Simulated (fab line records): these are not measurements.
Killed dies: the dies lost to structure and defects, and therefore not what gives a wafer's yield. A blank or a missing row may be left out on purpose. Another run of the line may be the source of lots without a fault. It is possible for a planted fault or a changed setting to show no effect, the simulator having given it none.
What tool caused it? -- flow gf180mcu -- 12 lots, 36 wafers sampled, at 4 steps of a route of 602

WHAT THE GAUGES READ, wafer by wafer
GF_POLY_GATE_THK_MEAS_17. Usual: POLY_GATE_OXIDATION_THK typically reads 4.00 nm, with standard deviation 0.076.
lot,measured,on,POLY_GATE_OXIDATION_THK (nm),flag
L336,day 9 17:05,film-metro-01,3.87 3.84 3.91,
L338,day 10 05:21,film-metro-03,4.06 3.99 3.93,
L339,day 10 09:14,film-metro-01,3.93 4.02 3.96,
L341,day 10 17:11,film-metro-03,4.01 3.99 4.06,
L343,day 11 07:46,film-metro-04,4.07 4.05 4.07,
L344,day 11 18:19,film-metro-04,4.07 4.09 4.08,
L345,day 12 08:50,film-metro-01,3.90 3.96 3.98,
L346,day 12 11:17,film-metro-04,4.00 4.07 4.03,
L349,day 13 09:38,film-metro-01,4.85 4.96 5.04,OFF
L350,day 13 14:40,film-metro-04,4.90 4.90 4.87,OFF
L351,day 13 16:31,film-metro-01,4.07 4.07 4.13,
L357,day 15 14:23,film-metro-04,4.11 4.07 4.11,

GF_CONTACT_THK_MEAS_26: measures by xrf. Usual: CONTACT_W_THK typically reads 303 nm, with standard deviation 4.4.
lot,measured,on,CONTACT_W_THK (nm),flag
L336,day 16 17:40,film-metro-04,301 310 310,
L338,day 17 06:05,film-metro-02,304 306 305,
L339,day 17 13:06,film-metro-02,304 309 309,
L341,day 17 20:29,film-metro-02,313 306 308,
L343,day 18 16:34,film-metro-02,305 301 301,
L344,day 19 06:17,film-metro-02,300 298 298,
L345,day 20 02:29,film-metro-01,298 304 297,
L346,day 20 04:32,film-metro-02,301 301 305,
L349,day 21 06:47,film-metro-02,301 296 299,
L350,day 21 12:11,film-metro-02,299 299 300,
L351,day 21 16:17,film-metro-04,300 309 305,
L357,day 23 17:47,film-metro-02,303 306 300,

GF_V1_CD_MEAS_14: target cd 260 nm. Usual: cd-nm reads 259.8 nm (standard deviation 1.3).
lot,measured,on,cd-nm (nm),flag
L336,day 18 18:46,cd-sem-01,261.7 260.4 261.0,
L338,day 19 07:53,cd-sem-02,259.7 260.0 260.2,
L339,day 19 15:17,cd-sem-01,261.5 261.9 261.7,
L341,day 19 23:06,cd-sem-02,260.3 259.5 260.7,
L343,day 20 20:13,cd-sem-01,261.5 262.8 260.9,
L344,day 21 09:09,cd-sem-01,259.7 258.4 260.3,
L345,day 22 04:25,cd-sem-01,259.4 260.1 258.8,
L346,day 22 05:59,cd-sem-01,258.2 259.4 257.8,
L349,day 23 07:35,cd-sem-02,261.2 261.3 261.5,
L350,day 23 13:44,cd-sem-01,261.4 262.0 262.1,
L351,day 23 16:37,cd-sem-01,259.0 258.6 257.7,
L357,day 25 16:01,cd-sem-01,260.7 260.6 259.6,

WHAT TOOL EACH LOT RAN ON (gives the tool, then ch and the chambers of the sampled wafers, and finally the start)
lot,GF_POLY_GATE_OXIDATION_16
L336,"furnace-02 ch 0, day 9 15:49"
L338,"furnace-02 ch 0, day 10 04:05"
L339,"furnace-02 ch 0, day 10 07:59"
L341,"furnace-01 ch 0, day 10 15:55"
L343,"furnace-02 ch 0, day 11 06:31"
L344,"furnace-01 ch 0, day 11 17:02"
L345,"furnace-01 ch 0, day 12 07:35"
L346,"furnace-02 ch 0, day 12 10:02"
L349,"furnace-01 ch 0, day 13 08:23"
L350,"furnace-01 ch 0, day 13 13:23"
L351,"furnace-02 ch 0, day 13 15:16"
L357,"furnace-02 ch 0, day 15 13:08"
- GF_POLY_GATE_OXIDATION_16: stabilise 600 s, purge 300 s, target thk 4 nm.

WHAT THE TOOLS THEMSELVES READ (means of the sampled wafers that have a number; where no wafer has one, the mark that the record gives instead)
GF_POLY_GATE_OXIDATION_16. Usual: spike-tc-bottom-C 866.4 C, standard deviation 1.1; spike-tc-centre-C 851.2 C, standard deviation 1; spike-tc-lower-C 850.1 C, standard deviation 1.2; spike-tc-top-C 863.2 C, standard deviation 1.1; spike-tc-upper-C 849.7 C, standard deviation 1.7; tube-center-temp-C 850 C, standard deviation 0.08; tube_center_temp_C_max 852.2, standard deviation 0.33; zone-power-lower-pct 16.2 %, standard deviation 2.
lot,tool,spike-tc-bottom-C (C),spike-tc-centre-C (C),spike-tc-lower-C (C),spike-tc-top-C (C),spike-tc-upper-C (C),tube-center-temp-C (C),tube_center_temp_C_max,zone-power-lower-pct (%),flag
L336,furnace-02,866.3,851.2,850.9,862.9,852.4,850,852.2,18.1,
L338,furnace-02,867.8,850.6,852.1,862.2,851.0,850,852.0,18.3,
L339,furnace-02,866.8,851.0,849.5,862.6,850.4,850,852.2,18.1,
L341,furnace-01,865.5,851.0,849.8,863.8,848.6,850,851.9,14.1,
L343,furnace-02,866.9,851.5,851.0,862.8,851.8,850,851.8,18.0,
L344,furnace-01,866.4,851.7,849.1,863.7,847.5,850,852.3,14.2,
L345,furnace-01,866.3,851.2,849.5,863.7,848.6,850,852.4,14.1,
L346,furnace-02,866.9,850.4,850.9,863.6,850.9,850,852.0,18.2,
L349,furnace-01,881.6,868.1,865.8,879.4,864.8,866,867.9,14.8,OFF
L350,furnace-01,881.9,867.3,865.8,879.7,865.4,866,868.3,14.7,OFF
L351,furnace-02,866.6,851.0,851.0,862.6,850.5,850,852.1,18.1,
L357,furnace-02,867.8,851.6,850.7,862.4,851.7,850,852.0,18.1,

THE ANSWER, worked out from the rows above alone
Rule: a lot counts as off when the mean over its wafers that have a number is more than 3 standard deviations away from the usual mean. A lot without any number at a reading at which 4 lots or more have one is off too. The other lots that the step has rows for count as sound. After the gauges, taken in route order, come the tools' own readings; for these a lot's mean is taken, as printed above. The first step at which some lot is off is used, and at that step the reading that is off furthest; a lot without a number counts as furthest.
Off: at GF_POLY_GATE_THK_MEAS_17 (POLY_GATE_OXIDATION_THK), L349, L350.
A tool fits if, at a process step before that reading, it ran every lot that is off, and no sound lot after the first of them. Not tried: the gauges at GF_POLY_GATE_THK_MEAS_17; whatever is off there is also off at GF_POLY_GATE_OXIDATION_16, on other tools, and gauge error can't account for it. One candidate fits, namely furnace-01 at GF_POLY_GATE_OXIDATION_16. Its last sound lot is L345 (day 12 07:35), its first lot that is off L349 (day 13 08:23): a fault that began between those two fits.
The tool's own readings at GF_POLY_GATE_OXIDATION_16 bear it out: on the lots that are off they differ by more than 5 times the standard deviation of the sound lots' means. spike-tc-bottom-C reads 881.8 C there against 866.7 C on the sound lots; spike-tc-centre-C reads 867.7 C there against 851.1 C on the sound lots; spike-tc-lower-C reads 865.8 C there against 850.5 C on the sound lots; spike-tc-top-C reads 879.5 C there against 863.0 C on the sound lots; spike-tc-upper-C reads 865.1 C there against 850.3 C on the sound lots; tube-center-temp-C reads 866 C there against 850 C on the sound lots; tube_center_temp_C_max reads 868.1 there against 852.1 on the sound lots.

WHAT THE SIMULATOR HAD PUT IN
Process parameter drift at GF_POLY_GATE_OXIDATION_16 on furnace-01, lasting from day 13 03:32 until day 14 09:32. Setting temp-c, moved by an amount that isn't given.
Shown lots that were struck: L349, L350. The rule given above showed the same thing.
